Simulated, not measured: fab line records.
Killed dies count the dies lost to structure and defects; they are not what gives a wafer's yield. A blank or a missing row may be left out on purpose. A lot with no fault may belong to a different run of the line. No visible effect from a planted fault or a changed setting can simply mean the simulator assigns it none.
A lot that was struck, set against a sound lot	flow sky130	14 steps out of a route of 708
Sound: the wafers L146.4, L146.5, L146.6. Wafers struck: L151.3, L151.4, L151.5. The cause is given at the end.
Order at every step that has rows: each side's tool, ch and its chambers, its first start. Under that, the readings that differ: sound wafers	struck wafers	difference of the means	sigmas: that difference in standard deviations of wafers without a fault.
alike: readings whose means differ by less than 2 such deviations, and words and numbers that are the same on both sides. not compared: withheld readings, readings that some wafer has no value for, bounds like >300 that may hide the same value, and numbers for which the record gives no deviation and whose values overlap.
The two part at a step that has a row with sigmas, a row that says differs or no value, or rows on one side only. When numbers do not overlap yet have no deviation, they are printed without sigmas and do not part them. A reading that every wafer of one side lacks parts them only if that side has two wafers or more.

first, 1 step without rows for these wafers: SKY_VIA2_ETCH_14 (etches BARC in N2/H2, stops on SiO2, time 45.9 s, target depth 60 nm).
SKY_VIA2_ETCH_15: etches SiO2 in C4F8/O2/Ar, stops on TiN, target depth 546 nm, time 84 s.
  sound on rie_diel-03 ch 0,2,3, day 41 06:02; struck on rie_diel-03 ch 1,3, day 42 11:25
  alike: oes_product_au
  not compared: rf_hours_counter_h
SKY_VIA2_STRIP_16: strips in O2/N2.
  sound on plasma_asher-04 ch 0,1, day 41 06:08; struck on plasma_asher-03 ch 0,1, day 42 11:30
  alike: drypump_motor_current_A, oes_product_au, strip_time_to_endpoint_s
  not compared: rf_hours_counter_h
then, 3 steps without rows for these wafers: SKY_VIA2_STRIP_17 (strips in post etch residue remover, time 1200 s); SKY_VIA2_CLEAN_18 (cleans in IPA, time 180 s); SKY_VIA2_CLEAN_19 (cleans in O3/DIW).
SKY_VIA2_SPUTTER_20: material TiN, target thk 20 nm, time 80 s.
  struck on pvd_sputter-04, day 42 12:04; sound on pvd_sputter-02, day 41 06:44
  alike: cathode_dc_power_W, chamber_pressure_pa, throttle_valve_pct
then, 1 step without rows for these wafers: SKY_VIA2_CVD_21 (deposits W, target thk 420 nm, time 126.4 s).
SKY_VIA2_RS_MEAS_22: measures by four-point-probe.
  struck on film_metro-04, day 42 12:18; sound on film_metro-01, day 41 07:07
  alike: VIA2_W_RS
SKY_VIA2_THK_MEAS_23: measures by xrf.
  struck on film_metro-04, day 42 12:24; sound on film_metro-01, day 41 07:13
  alike: VIA2_W_THK
SKY_VIA2_CMP_24: polishes, stops on SiO2, t overpolish 20 s, target thk 0 nm.
  sound on cmp-01 ch 1,2, day 41 09:05; struck on cmp-02 ch 0,1,3, day 42 12:30
reading	sound	struck	difference	sigmas
platen_rpm (rpm)	60.05 60.04 60.02	59.91 59.97 59.96	-0.09	-2
  alike: head_pressure_psi, motor_current_A, overpolish_run_s, slurry_flow_ml_min, time_to_endpoint_s
then, 1 step without rows for these wafers: SKY_METAL3_SPUTTER_00 (material Ti, target thk 15 nm, time 10 s).
SKY_METAL3_SPUTTER_01: material TiN, target thk 20 nm, time 16.7 s.
  struck on pvd_sputter-01, day 42 12:49; sound on pvd_sputter-01, day 41 09:24
  no value came back on the struck wafers for cathode_dc_power_W (W), chamber_pressure_pa (Pa), throttle_valve_pct (%); on the sound wafers cathode_dc_power_W (W) reads 6498.2 6501.3 6499.9
SKY_METAL3_SPUTTER_02: material AlCu, target thk 735 nm, time 39.1 s.
  struck on pvd_sputter-01, day 42 12:51; sound on pvd_sputter-01, day 41 09:26
  alike: cathode_dc_power_W, chamber_pressure_pa, throttle_valve_pct

== WHERE THEY PART ==
Earliest at SKY_VIA2_CMP_24; latest, in this record, at SKY_METAL3_SPUTTER_01. Later steps at which nothing parts them and some readings are alike: SKY_METAL3_SPUTTER_02.

WHY: what the simulator had put in
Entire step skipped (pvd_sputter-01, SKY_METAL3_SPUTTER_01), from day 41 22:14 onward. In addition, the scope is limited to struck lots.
